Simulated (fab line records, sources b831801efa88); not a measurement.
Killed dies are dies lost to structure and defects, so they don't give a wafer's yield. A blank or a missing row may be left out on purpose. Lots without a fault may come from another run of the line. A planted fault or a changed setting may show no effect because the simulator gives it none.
Chamber matching | flow sfq_line | SFQ_TRILAYER_I4_CMP_CMP_100 on cmp-01: 4 sister chambers
The step polishes SiO2. 14 wafers are shown with their chamber, then 7 later ones without.

WAFERS WITH THEIR CHAMBER
wafer  | chamber | motor_current_A (A) | time_to_endpoint_s (s) | edge_zone_pressure_frac
L997.1 | 2       | 9.3                 | 207                    | 1.006
L997.3 | 0       | 8.6                 | 208                    | 0.995
L997.5 | 2       | 9.1                 | 214                    | 1.002
L999.2 | 1       | 9.0                 | 216                    | 0.997
L999.3 | 3       | 10.5                | 212                    | 0.996
L999.4 | 2       | 9.2                 | 228                    | 0.992
L100.1 | 2       | 9.6                 | 204                    | 1.005
L100.3 | 0       | 8.1                 | 220                    | 1.007
L100.4 | 1       | 9.4                 | 216                    | 1.013
L102.3 | 2       | 9.2                 | 216                    | 1.000
L102.2 | 1       | 8.9                 | 218                    | 0.997
L102.4 | 0       | 8.6                 | 224                    | 0.996
L112.2 | 0       | 9.1                 | 212                    | 0.996
L112.3 | 3       | 10.6                | 212                    | 1.004

SIGNATURES (means of the wafers above)
reading                 | chamber 0 | chamber 1 | chamber 2 | chamber 3 | scatter within a chamber
motor_current_A         | 8.600     | 9.100     | 9.280     | 10.550    | 0.282
time_to_endpoint_s      | 216.00    | 216.67    | 213.80    | 212.00    | 7.15
edge_zone_pressure_frac | 0.99850   | 1.00233   | 1.00100   | 1.00000   | 0.00651
Rule: a wafer's distance from a chamber is the root of the sum, over the readings, of the square of ((its reading less the chamber's mean) divided by the reading's scatter). The wafer belongs to the nearest chamber; if the next one is less than 2 further off, it can't be placed. The scatter: the root of (the sum of the squares of (reading less its chamber's mean) over the shown wafers, divided by (wafers less chambers)).

WAFERS WITHOUT THEIR CHAMBER
wafer  | motor_current_A (A) | time_to_endpoint_s (s) | edge_zone_pressure_frac
L112.4 | 9.6                 | 215                    | 1.004
L116.1 | 10.2                | 211                    | 1.011
L116.5 | 10.2                | 213                    | 1.004
L116.6 | 9.3                 | 213                    | 1.003
L120.1 | 9.3                 | 213                    | 1.007
L120.2 | 9.9                 | 205                    | 0.999
L120.6 | 9.5                 | 209                    | 0.997

WHICH CHAMBER EACH WENT THROUGH
wafer  | from the rows above          | in truth
L112.4 | can't be placed: 2 or 1      | 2
L116.1 | can't be placed: 3 or 2      | 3
L116.5 | can't be placed: 3 or 2      | 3
L116.6 | can't be placed: 2 or 1      | 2
L120.1 | can't be placed: 2 or 1 or 0 | 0
L120.2 | can't be placed: 3 or 2 or 1 | 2
L120.6 | can't be placed: 2 or 1      | 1
Placed correctly: 0 of 7. Can't be placed from these rows: 7 (the true chamber is among the candidates in 7). Placed wrongly: 0.
